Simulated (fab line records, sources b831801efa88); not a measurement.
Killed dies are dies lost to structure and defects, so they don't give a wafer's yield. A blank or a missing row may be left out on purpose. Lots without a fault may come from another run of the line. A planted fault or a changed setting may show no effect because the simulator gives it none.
fab line records | flow gf180mcu
record lots=14 wafers=42 last_day=34
route steps=602 shown STI@25 MVSD@76 MVPSD@84 VT_IMPLANT@110
lots that met no fault: from a run of the same line without faults
start_h: hours from the record's first day to the start of the lot's first wafer shown | wait_h: hours since the lot's step before | " the same as in the row above | L1.1+2: a row that stands for several wafers | - no value, or no start given | * or withheld: withheld | < > ~ a bound
route shown NAME@n: a module of which the file shows steps, and the number in the route of the first | usual: mean/standard deviation of fault-free wafers | same: alike in all rows | chamber/n: place in a boat | sites: the reading at each site | _std_site: their standard deviation | _edge_site: outer sites' mean less inner sites' | radius_mm: how far each site lies from the wafer's centre | mask NAME#n: copy n | behind: the tool/chamber that last shaped the wafer | hold: why the lot was held/for how many hours/how that ended | device: the transistor (n, p or np) that didn't switch | end of line: the same wafers' tests at the end of the route | a step without rows: its recipe alone | killed: dies lost to structure and defects at the first sort, not the wafer's yield | map: a wafer's dies, x killed, . not, _ none there
set.NAME: the setting as run; set.NAME@STEP: as run at that earlier step | model.NAME: the simulator's own value behind a step, which no gauge read
steps of the route over a sample of lots; a table a step, a row a wafer
services: from which hour (start_h, from the record's first day; less than 0 if before it) a tool's chamber was out of use, for how many hours, and why
## steps
# step GF_STI_THK_MEAS_24
# recipe reads=SiO2_of_STI_CVD_23
# usual STI_CVD_23_THK=648/7.4
# columns lot.wafer tool chamber start_h wait_h STI_CVD_23_THK[nm]
L680.3 film_metro-03 - 27.39 0.1 642
L680.4 " - " " 641
L680.5 " - " " 650
L681.1 film_metro-02 - 32.61 0.0 659
L681.3 " - " " 659
L681.6 " - " " 646
L683.2 film_metro-02 - 44.07 0.1 645
L683.3 " - " " 646
L683.5 " - " " 655
L684.1 film_metro-02 - 49.03 0.0 657
L684.2 " - " " 661
L684.6 " - " " 649
L685.3 film_metro-01 - 54.10 0.1 645
L685.5 " - " " 646
L685.6 " - " " 656
L687.2 film_metro-03 - 64.00 0.0 659
L687.3 " - " " 660
L687.5 " - " " 654
L689.1 film_metro-03 - 75.72 0.0 645
L689.5 " - " " 640
L689.6 " - " " 646
L690.2 film_metro-03 - 79.59 0.0 643
L690.4 " - " " 657
L690.6 " - " " 650
L691.2 film_metro-01 - 84.22 0.0 642
L691.4 " - " " 646
L691.5 " - " " 643
L698.3 film_metro-02 - 120.85 0.1 637
L698.4 " - " " 646
L698.6 " - " " 641
L699.2 film_metro-01 - 125.48 0.0 646
L699.3 " - " " 655
L699.4 " - " " 640
L700.2 film_metro-01 - 132.05 0.0 631
L700.5 " - " " 649
L700.6 " - " " 635
L702.1 film_metro-02 - 141.09 0.0 660
L702.2 " - " " 664
L702.6 " - " " 655
L703.3 film_metro-01 - 145.55 0.1 663
L703.4 " - " " 653
L703.5 " - " " 663
# step GF_MVSD_STRIP_10
# recipe chemistry=O2/N2 power_w=1400 pressure_mtorr=1500 platen_temp_c=250 o2_flow_sccm=3000 n2_flow_sccm=300 overash_fraction=0.5
# usual drypump_motor_current_A=5.8/0.63 heater_power_w=360/51 oes_product_au=0.723/0.0047 strip_time_to_endpoint_s=36.97/0.11
# columns lot.wafer tool chamber start_h wait_h drypump_motor_current_A heater_power_w oes_product_au rf_hours_counter_h strip_time_to_endpoint_s
L680.3 plasma_asher-01 0 81.72 0.1 6.6 424 0.723 - 37.27
L680.4 " 1 " " 6.0 320 0.729 - 37.15
L680.5 " 0 " " 6.7 417 0.730 - 37.15
L681.1 plasma_asher-01 1 87.46 0.1 6.0 319 0.725 44 36.89
L681.3 " 1 " " 6.0 320 0.719 - 36.99
L681.6 " 0 " " 6.6 401 0.727 - 36.90
L683.2 plasma_asher-01 1 100.82 0.1 6.0 327 0.720 46 37.04
L683.3 " 0 " " 6.6 414 0.720 - 37.01
L683.5 " 0 " " 6.6 414 0.728 - 36.98
L684.1 plasma_asher-04 0 105.01 0.1 5.1 300 0.725 47 36.90
L684.2 " 1 " " 5.2 421 0.723 47 36.98
L684.6 " 0 " " 5.0 298 0.719 - 36.91
L685.3 plasma_asher-04 1 114.47 0.2 5.2 419 0.720 - 36.98
L685.5 " 1 " " 5.2 433 0.720 - 37.13
L685.6 " 0 " " 5.0 301 0.724 - 37.06
L687.2 plasma_asher-03 1 124.94 0.1 5.1 329 0.716 1 36.90
L687.3 " 0 " " 5.4 343 0.727 - 36.88
L687.5 " 1 " " 5.1 333 0.718 - 36.88
L689.1 plasma_asher-04 1 136.56 0.1 5.2 435 0.722 51 37.00
L689.5 " 1 " " 5.2 428 0.728 - 36.88
L689.6 " 0 " " 5.0 296 0.722 - 36.94
L690.2 plasma_asher-01 1 141.94 0.1 6.0 311 0.717 48 36.95
L690.4 " 1 " " 6.0 322 0.722 - 36.84
L690.6 " 0 " " 6.7 415 0.718 - 36.78
L691.2 plasma_asher-01 1 146.86 0.1 6.0 326 0.729 49 36.87
L691.4 " 1 " " 6.0 320 0.726 - 36.86
L691.5 " 1 " " 6.0 322 0.716 - 36.75
L698.3 plasma_asher-03 0 188.04 0.1 5.4 352 0.720 - 37.00
L698.4 " 1 " " 5.1 332 0.724 - 37.02
L698.6 " 0 " " 5.4 345 0.717 - 36.89
L699.2 plasma_asher-03 0 192.02 0.1 5.4 350 0.721 8 37.02
L699.3 " 0 " " 5.4 348 0.719 - 37.00
L699.4 " 1 " " 5.1 327 0.729 - 36.83
L700.2 plasma_asher-01 0 200.22 0.1 6.7 415 0.720 54 36.85
L700.5 " 1 " " 6.0 315 0.727 - 36.85
L700.6 " 0 " " 6.7 415 0.716 - 36.87
L702.1 plasma_asher-04 0 209.49 0.1 5.0 299 0.728 59 37.00
L702.2 " 1 " " 5.2 434 0.725 59 36.98
L702.6 " 0 " " 5.1 295 0.729 - 36.98
L703.3 plasma_asher-03 0 215.92 0.1 5.5 349 0.719 - 37.06
L703.4 " 1 " " 5.1 317 0.726 - 37.15
L703.5 " 1 " " 5.1 326 0.726 - 37.15
# step GF_MVPSD_DEVELOP_06
# recipe wall_angle_deg=90 develop_time_s=60 dev_temp_c=23
# usual chill_plate_temp_C=23.00/0.12 develop_time_s=60/0
# columns lot.wafer tool chamber start_h wait_h chill_plate_temp_C develop_time_s
L680.3 litho_track-04 0 95 - 23.10 60
L680.4 " 0 " " 23.06 60
L680.5 " 0 " " 23.01 60
L681.1 litho_track-03 0 101 - 22.91 60
L681.3 " 0 " " 23.02 60
L681.6 " 0 " " 22.97 60
L683.2 litho_track-03 0 114 - 22.91 60
L683.3 " 0 " " 22.79 60
L683.5 " 0 " " 23.25 60
L684.1 litho_track-03 0 119 - 22.91 60
L684.2 " 0 " " 22.98 60
L684.6 " 0 " " 23.01 60
L685.3 litho_track-04 0 129 - 23.08 60
L685.5 " 0 " " 22.97 60
L685.6 " 0 " " 23.01 60
L687.2 litho_track-04 0 139 - 23.21 60
L687.3 " 0 " " 23.25 60
L687.5 " 0 " " 23.29 60
L689.1 litho_track-04 0 151 - 22.99 60
L689.5 " 0 152 - 23.12 60
L689.6 " 0 " " 23.14 60
L690.2 litho_track-03 0 157 - 23.05 60
L690.4 " 0 " " 23.23 60
L690.6 " 0 " " 23.13 60
L691.2 litho_track-04 0 162 - 22.99 60
L691.4 " 0 " " 23.03 60
L691.5 " 0 " " 22.98 60
L698.3 litho_track-04 - 204 - - -
L698.4 " - " " - -
L698.6 " - " " - -
L699.2 litho_track-03 - 208 - - -
L699.3 " - " " - -
L699.4 " - " " - -
L700.2 litho_track-02 0 216 - 22.80 60
L700.5 " 0 " " 22.97 60
L700.6 " 0 " " 22.98 60
L702.1 litho_track-04 0 227 - 23.03 60
L702.2 " 0 " " 22.81 60
L702.6 " 0 " " 22.92 60
L703.3 litho_track-02 0 233 - 23.03 60
L703.4 " 0 " " 22.98 60
L703.5 " 0 " " 23.01 60
# step GF_VT_IMPLANT_STRIP_20
# recipe chemistry=O2/N2 power_w=1400 pressure_mtorr=1500 platen_temp_c=250 o2_flow_sccm=3000 n2_flow_sccm=300 overash_fraction=0.5
# usual drypump_motor_current_A=5.7/0.45 heater_power_w=356/43 oes_product_au=0.716/0.0046 strip_time_to_endpoint_s=12.62/0.032
# columns lot.wafer tool chamber start_h wait_h drypump_motor_current_A heater_power_w oes_product_au rf_hours_counter_h strip_time_to_endpoint_s
L680.3 plasma_asher-02 0 125.50 0.1 5.9 357 0.716 - 12.60
L680.4 " 1 " " 5.7 326 0.705 - 12.60
L680.5 " 0 " " 5.9 371 0.709 - 12.57
L681.1 plasma_asher-04 0 131.59 0.1 5.0 302 0.711 50 12.64
L681.3 " 1 " " 5.2 436 0.709 - 12.61
L681.6 " 1 " " 5.2 434 0.715 - 12.67
L683.2 plasma_asher-01 1 146.02 0.1 6.0 326 0.713 49 12.67
L683.3 " 0 " " 6.7 428 0.712 - 12.64
L683.5 " 0 " " 6.6 408 0.721 - 12.63
L684.1 plasma_asher-04 0 149.98 0.1 5.0 302 0.720 52 12.56
L684.2 " 1 " " 5.2 434 0.713 52 12.62
L684.6 " 0 " " 5.0 295 0.711 - 12.61
L685.3 plasma_asher-04 0 160.75 0.1 5.0 299 0.714 - 12.60
L685.5 " 0 " " 5.0 306 0.717 - 12.60
L685.6 " 1 " " 5.2 443 0.714 - 12.59
L687.2 plasma_asher-04 1 172.14 0.1 5.2 430 0.707 55 12.64
L687.3 " 0 " " 5.0 297 0.722 - 12.65
L687.5 " 1 " " 5.2 427 0.720 - 12.59
L689.1 plasma_asher-02 1 185.57 0.1 5.7 321 0.713 41 12.62
L689.5 " 0 " " 5.9 357 0.710 - 12.61
L689.6 " 1 " " 5.7 316 0.716 - 12.58
L690.2 plasma_asher-02 0 190.14 0.1 5.9 368 0.719 41 12.65
L690.4 " 1 " " 5.7 330 0.722 - 12.70
L690.6 " 0 " " 5.9 364 0.720 - 12.60
L691.2 plasma_asher-04 0 195.52 0.1 5.1 301 0.722 57 12.65
L691.4 " 1 " " 5.2 434 0.716 - 12.63
L691.5 " 1 " " 5.2 428 0.713 - 12.65
L698.3 plasma_asher-02 1 240.92 0.1 5.7 331 0.721 - 12.59
L698.4 " 0 " " 5.9 358 0.720 - 12.61
L698.6 " 0 " " 5.9 369 0.717 - 12.57
L699.2 plasma_asher-02 0 244.09 0.1 5.9 361 0.718 47 12.65
L699.3 " 0 " " 5.9 360 0.714 - 12.62
L699.4 " 1 " " 5.7 327 0.716 - 12.62
L700.2 plasma_asher-02 0 252.92 0.1 5.9 367 0.722 48 12.66
L700.5 " 1 " " 5.7 333 0.725 - 12.63
L700.6 " 0 " " 5.9 371 0.717 - 12.64
L702.1 plasma_asher-01 0 265.68 0.1 6.7 401 0.707 61 12.63
L702.2 " 1 " " 6.0 320 0.715 61 12.62
L702.6 " 0 " " 6.6 410 0.720 - 12.63
L703.3 plasma_asher-01 1 270.77 0.1 6.0 333 0.710 - 12.67
L703.4 " 0 " " 6.6 414 0.721 - 12.65
L703.5 " 1 " " 6.0 321 0.713 - 12.61
## services
# columns tool chamber start_h hours kind
plasma_asher-03 - 60.76 22.8 pm
plasma_asher-03 - 108.75 9.0 pm
plasma_asher-03 0 108.75 9.0 vent_cycle
plasma_asher-03 1 108.75 9.0 vent_cycle
plasma_asher-01 - 112.94 14.6 pm
plasma_asher-03 0 117.75 - clean
plasma_asher-03 1 117.75 - clean
plasma_asher-03 - 167.78 1.4 repair
plasma_asher-03 - 169.81 0.5 repair
plasma_asher-03 - 199.37 2.8 pm
plasma_asher-03 - 259.88 1.4 repair
## key
first_sign step=GF_MVPSD_DEVELOP_06 reading=tool_record direction=missing
effect none on later readings
met_at GF_MVPSD_DEVELOP_06
struck_lots L698,L699
sort_left_out L698.3,L698.4,L698.6,L699.2,L699.3,L699.4
tester_left_out L698,L699
not_acting_at GF_STI_THK_MEAS_24,GF_MVSD_STRIP_10,GF_VT_IMPLANT_STRIP_20
onset_between 162 204
fault kind=skipped_step_whole tool=litho_track-03,litho_track-04 chamber=- onset_h=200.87 steps=GF_MVPSD_DEVELOP_06 scope=struck_lots_only
# tester_left_out: of these lots the tester's yield and bins aren't shown, on N5 and GAA mostly nor the transistor test; their killed dies are dies lost to structure and defects alone, not to doping, threshold or leakage, so they don't give the yield
# sort_left_out: the simulated sort isn't trusted on such a fault, so these wafers' sort isn't shown, and their yield isn't known
